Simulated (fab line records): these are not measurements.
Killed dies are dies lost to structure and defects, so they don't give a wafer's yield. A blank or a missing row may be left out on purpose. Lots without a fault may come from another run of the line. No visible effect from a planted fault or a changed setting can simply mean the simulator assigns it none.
One fault seen from 2 desks + flow gf180mcu + each desk holds nothing but its own numbers, with what lay behind them at the end

THE METROLOGY DESK
What the gauges read, lot by lot, whatever tool the lot ran on: means of the sampled wafers that have a number. Any lot whose mean is over 4 standard deviations away from the usual mean is out of limits and marked OUT; that distance is given in the brackets.
Columns: A = V1_CVD_02_THK at GF_V1_THK_MEAS_03, usual 848 nm
| lot  | first seen here | A              |
|------|-----------------|----------------|
| L635 | day 16 21:30    | 849            |
| L636 | day 17 07:52    | 852            |
| L637 | day 17 17:22    | 862            |
| L638 | day 18 07:36    | 848            |
| L642 | day 20 01:49    | 849            |
| L644 | day 21 02:16    | 856            |
| L645 | day 21 03:12    | 842            |
| L646 | day 21 09:34    | 844            |
| L647 | day 21 16:01    | 845            |
| L652 | day 23 07:37    | 931 (+8.7) OUT |
| L655 | day 24 06:59    | 943 (+10) OUT  |
This desk's finding: out of limits on L652, L655; first on L652, day 23 07:37 (V1_CVD_02_THK at GF_V1_THK_MEAS_03). In limits: L635, L636, L637, L638, L642, L644, L645, L646, L647.

TOOL OWNER'S DESK, pecvd-03
The tool's own readings at GF_V1_CVD_02 (deposits SiO2 from TEOS, target thk 850 nm, time 94.851 s): means of the sampled wafers that have a number, for each lot that ran on this tool. Any lot whose mean is over 4 standard deviations away from the usual mean is out of limits and marked OUT; that distance is given in the brackets.
Columns: A = heaterPowerW at GF_V1_CVD_02, usual 730 W; B = rfFwdPowerW at GF_V1_CVD_02, usual 596.2 W
| lot  | first seen here | A   | B                       |
|------|-----------------|-----|-------------------------|
| L636 | day 17 07:47    | 737 | 596.7                   |
| L644 | day 21 02:11    | 737 | 595.3                   |
| L646 | day 21 09:29    | 732 | 597.1                   |
| L652 | day 23 07:32    | 617 | 835.4 (+99 or more) OUT |
| L655 | day 24 06:54    | 562 | 837.6 (+99 or more) OUT |
This desk's verdict: out of limits on L652, L655, starting with L652 at day 23 07:32 (rfFwdPowerW at GF_V1_CVD_02). In limits: L636, L644, L646.

TAKEN TOGETHER
An alarm could have come from the tool owner's desk at day 23 07:32, on L652, L655.
An alarm was possible from the metrology desk at day 23 07:37, on L652, L655.
Of the lots named, all ran GF_V1_CVD_02 on pecvd-03.

WHAT THE SIMULATOR HAD PUT IN
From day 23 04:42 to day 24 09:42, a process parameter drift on pecvd-03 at GF_V1_CVD_02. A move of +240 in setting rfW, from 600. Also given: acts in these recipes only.
Shown lots that were struck: L652, L655.
Delay (hours) between the fault's onset and each desk's first out-of-limits reading: 3 at the tool owner's desk, 3 at the metrology desk.
